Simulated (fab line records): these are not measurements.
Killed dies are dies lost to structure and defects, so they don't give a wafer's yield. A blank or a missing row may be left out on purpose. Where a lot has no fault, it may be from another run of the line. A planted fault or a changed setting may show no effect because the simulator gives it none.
Which tool was responsible?	flow sky130	36 wafers from 12 lots sampled at 2 of the route's 708 steps

## WHAT THE GAUGES READ, wafer by wafer
SKY_LOCAL_INTERCONNECT_CD_MEAS_11 targets a cd of 170 nm.
lot	measured	on	cd_nm (nm)
L075	day 31 03:16	cd_sem-02	169.5 170.0 170.7
L077	day 32 06:14	cd_sem-01	169.8 169.2 168.5
L079	day 32 16:50	cd_sem-02	168.7 168.5 168.9
L080	day 33 03:25	cd_sem-01	170.8 171.8 170.3
L083	day 33 08:43	cd_sem-01	171.5 169.5 169.0
L086	day 34 06:57	cd_sem-01	172.0 170.5 171.9
L087	day 34 13:13	cd_sem-02	172.3 171.2 173.5
L089	day 36 05:28	cd_sem-01	170.7 171.9 172.3
L090	day 36 07:05	cd_sem-02	169.9 169.0 168.6
L093	day 36 13:26	cd_sem-02	169.4 169.8 169.5
L095	day 37 08:12	cd_sem-02	170.6 168.6 169.8
L097	day 37 15:39	cd_sem-01	170.4 169.9 169.6

## WHICH TOOL RAN EACH LOT (tool, then ch and the chambers of the sampled wafers, then the start)
lot	SKY_LI_CONTACT_ETCH_15
L075	rie_diel-03 ch 0,3, day 29 20:47
L077	rie_diel-04 ch 0,3, day 31 01:07
L079	rie_diel-03 ch 0,3, day 31 12:16
L080	rie_diel-01 ch 1,2, day 31 23:22
L083	rie_diel-01 ch 0,2, day 32 05:10
L086	rie_diel-03 ch 0,2, day 33 03:16
L087	rie_diel-03 ch 0,2,3, day 33 09:49
L089	rie_diel-03 ch 0,1,2, day 35 02:40
L090	rie_diel-04 ch 0,2,3, day 35 03:14
L093	rie_diel-03 ch 1,2, day 35 10:28
L095	rie_diel-03 ch 0,1, day 36 04:43
L097	rie_diel-04 ch 2,3, day 36 12:01
- SKY_LI_CONTACT_ETCH_15: etches PSG in C4F8/O2/Ar, stops on Si, target depth 600 nm.

## THE ANSWER, worked out from the rows above alone
Rule: the usual values come from the lots themselves. The widest of any qualifying gaps counts: lots, ordered by their means at a reading, are off when they make up no more than a third of the lots, leave a main group of 4 or more, and stand apart from it by 3 or more times the standard deviation of that group's means. The tables above print the reading to a certain number of digits; a main group whose means all agree to those digits is not used. A lot without any number at a reading at which 4 lots or more have one is off too. Where the step has rows for the other lots, those lots are counted as sound.
None of the lots is off at any reading shown; this tells nothing.

## WHAT THE SIMULATOR PUT IN
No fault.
